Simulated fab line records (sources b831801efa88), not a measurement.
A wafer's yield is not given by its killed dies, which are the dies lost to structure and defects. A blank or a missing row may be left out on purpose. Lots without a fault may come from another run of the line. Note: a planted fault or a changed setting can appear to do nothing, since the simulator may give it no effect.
A struck lot beside a sound one :: flow gf180mcu :: 18 steps out of a route of 602
Sound: the wafers L692.1, L692.4, L692.5. Wafers struck: L694.1, L694.2, L694.3. At the end, the cause is stated.
Per side, at each step with rows, come the tool, then ch with its chambers, and then its first start. Under that, the readings that differ: sound wafers :: struck wafers :: difference of the means :: sigmas: that difference in standard deviations of wafers without a fault.
alike: readings whose means differ by less than 2 such deviations, and words and numbers that are the same on both sides. not compared: withheld readings, readings that some wafer has no value for, bounds like >300 that may hide the same value, and numbers for which the record gives no deviation and whose values overlap.
A row with sigmas, a row that says differs or no value, or rows on one side alone: a step with any of these is where the two part. Non-overlapping numbers with no deviation appear without sigmas and do not part them. A reading missing from all wafers of one side parts the sides only when that side holds two or more wafers.

GF_VT_IMPLANT_RS_MEAS_47: measurement is done with a four-point probe.
  sound on filmMetro-04, day 11 02:30; struck on filmMetro-01, day 11 14:41
  alike: NWELL_RS
GF_VT_IMPLANT_RS_MEAS_48: measurement is done with a four-point probe.
  sound on filmMetro-04, day 11 02:37; struck on filmMetro-01, day 11 14:49
  alike: LVPWELL_RS
GF_VT_IMPLANT_RS_MEAS_49: measurement is done with a four-point probe.
  sound on filmMetro-04, day 11 02:44; struck on filmMetro-01, day 11 14:56
  alike: MVPSD_RS
then, 4 steps without rows for these wafers: GF_VT_IMPLANT_WET_ETCH_50 (etches SiO2 in dHF, target depth 20 nm, time 400 s); GF_DUAL_GATE_CLEAN_00 (cleans in SC1/SC2, time 150 s); GF_DUAL_GATE_CLEAN_01 (cleans in dHF, time 20 s); GF_DUAL_GATE_OXIDATION_02 (stabilise 600 s, purge 300 s, target thk 10.887 nm).
GF_DUAL_GATE_THK_MEAS_03:
  sound on filmMetro-02, day 11 04:29; struck on filmMetro-03, day 11 16:44
  alike: DUAL_GATE_OXIDATION_00_THK
then, 4 steps without rows for these wafers: GF_DUAL_GATE_DEHYDRATE_04 (time 60 s); GF_DUAL_GATE_HMDS_05 (prime time 60 s); GF_DUAL_GATE_COAT_06 (resist thk 1000 nm); GF_DUAL_GATE_SOFTBAKE_07 (time 60 s).
GF_DUAL_GATE_EXPOSE_08: exposes mask Dualgate, target cd 700 nm.
  sound on ilineStepper-02 ch 0, day 11 13:53; struck on ilineStepper-02 ch 0, day 12 02:19
reading: model.DUAL_GATE.overlayXNm (nm)
sound: 2.238 2.238 2.238
struck: 4.133 4.133 4.133
difference: +1.895
sigmas: 
  alike: mask
then, 2 steps without rows for these wafers: GF_DUAL_GATE_PEB_09; GF_DUAL_GATE_DEVELOP_10 (develop time 60 s).
GF_DUAL_GATE_OVL_MEAS_11:
  sound on overlay-02, day 11 23:17; struck on overlay-02, day 12 11:40
reading: DUAL_GATE_OVL (nm)
sound: 0.5 1.2 1.3
struck: 3.0 4.2 5.7
difference: +3.3
sigmas: +3
then, 1 step without rows for these wafers: GF_DUAL_GATE_WET_ETCH_12 (etches SiO2 in dHF, target depth 13 nm, time 260 s).
-- the record jumps here: 21 days lie between the struck wafers' starts before and after (it left off in module DUAL_GATE and takes up again in module PASSIVATION, whose first step shown is number 602 of the route) --
GF_PASSIVATION_PROBE_99:
  rows exist in the record for the struck wafers here (prober-01, day 33 08:30), but not for the sound ones

WHERE THEY PART
Earliest at GF_DUAL_GATE_OVL_MEAS_11; latest, in this record, at GF_PASSIVATION_PROBE_99.

WHY: what the simulator had put in
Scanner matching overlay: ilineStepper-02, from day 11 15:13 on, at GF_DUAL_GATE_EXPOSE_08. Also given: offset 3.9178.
